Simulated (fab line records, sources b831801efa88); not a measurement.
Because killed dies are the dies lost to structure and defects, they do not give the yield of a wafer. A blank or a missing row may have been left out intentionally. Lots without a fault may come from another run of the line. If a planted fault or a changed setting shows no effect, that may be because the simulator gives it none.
Struck lot and sound lot, side by side || flow gf180mcu || 15 steps out of a route of 602
Sound: wafers L861.1, L861.2, L861.4. Struck: wafer L874.1 (L874.2, L874.6, from the same lot, were not struck and are left out); the cause is given at the end.
For every step that has rows: the tool of each side, followed by ch and its chambers, followed by its first start. Under that, the readings that differ: sound wafers || struck wafers || difference of the means || sigmas: that difference in standard deviations of wafers without a fault.
alike: words and numbers the same on both sides, and readings whose means are apart by under 2 such deviations; not compared: readings that were withheld, readings missing a value for some wafer, numbers with overlapping values and no deviation given by the record, and bounds like >300 which may hide the same value.
The two part at a step that has a row with sigmas, a row that says differs or no value, or rows on one side only. Non-overlapping numbers with no deviation appear without sigmas and do not part them. A reading that every wafer of one side lacks parts them only if that side has two wafers or more.

first, 5 steps without rows for these wafers: GF_V1_COAT_09 (resist thk 1000 nm); GF_V1_SOFTBAKE_10 (time 60 s); GF_V1_EXPOSE_11 (exposes mask Via1, target cd 260 nm); GF_V1_PEB_12 (peb time 90 s); GF_V1_DEVELOP_13 (develop time 60 s).
GF_V1_CD_MEAS_14: target cd 260 nm.
  struck on cd sem-02, day 24 13:47; sound on cd sem-01, day 20 06:28
{"reading": "cd nm (nm)", "sound": "260.7 260.5 261.1", "struck": 257.0, "difference": -3.8, "sigmas": -3}
GF_V1_OVL_MEAS_15:
  struck on overlay-02, day 24 13:54; sound on overlay-02, day 20 06:35
  alike: V1_OVL
GF_V1_ETCH_16: etches BARC in N2/H2.
  sound on rie diel-03 ch 0,3, day 20 06:37; struck on rie diel-02 ch 0, day 24 13:56
{"reading": "drypump motor current A (A)", "sound": "5.6 5.4 5.4", "struck": 6.5, "difference": "+1.0", "sigmas": "+3"}
  alike: oes product au, throttle valve pct
GF_V1_ETCH_17: etches SiO2 in C4F8/O2/Ar, stops on TiN, target depth 630 nm.
  sound: rie diel-03 ch 0,3; struck: rie diel-02 ch 0
  alike: oes product au
GF_V1_STRIP_18: strips in O2/N2.
  sound on plasma asher-04 ch 0,1, day 20 06:45; struck on plasma asher-01 ch 0, day 24 14:04
{"reading": "heater power w (W)", "sound": "279 281 288", "struck": 327, "difference": "+44", "sigmas": "+2"}
  alike: drypump motor current A, o2 flow sccm, oes product au
  not compared: rf hours counter h
then, 2 steps without rows for these wafers: GF_V1_STRIP_19 (strips in post etch residue remover, time 1200 s); GF_V1_CLEAN_20 (cleans in DIW).
GF_V1_SPUTTER_21: material Ti, target thk 15 nm, time 80.02 s.
  struck on pvd sputter-03, day 24 14:36; sound on pvd sputter-04, day 20 07:18
{"reading": "model.Ti_of_V1_SPUTTER_21.thk nm (nm)", "sound": "15.14 15.11 15.08", "struck": 13.39, "difference": -1.72, "sigmas": ""}
  alike: substrate temp c, throttle valve pct
GF_V1_SPUTTER_22: material TiN, target thk 10 nm, time 40 s.
  struck on pvd sputter-03, day 24 14:40; sound on pvd sputter-04, day 20 07:22
  alike: throttle valve pct
-- the record jumps here: 9 days lie between the struck wafers' starts before and after (it left off in module V1 and takes up again in module PASSIVATION, whose first step shown is number 602 of the route) --
GF_PASSIVATION_PROBE_99:
  record: rows for the struck wafers here (prober-02, day 33 21:32), none for the sound ones

## WHERE THEY PART
At GF_V1_CD_MEAS_14 first; at GF_PASSIVATION_PROBE_99 last (within this record only).

WHY: the cause the simulator had injected
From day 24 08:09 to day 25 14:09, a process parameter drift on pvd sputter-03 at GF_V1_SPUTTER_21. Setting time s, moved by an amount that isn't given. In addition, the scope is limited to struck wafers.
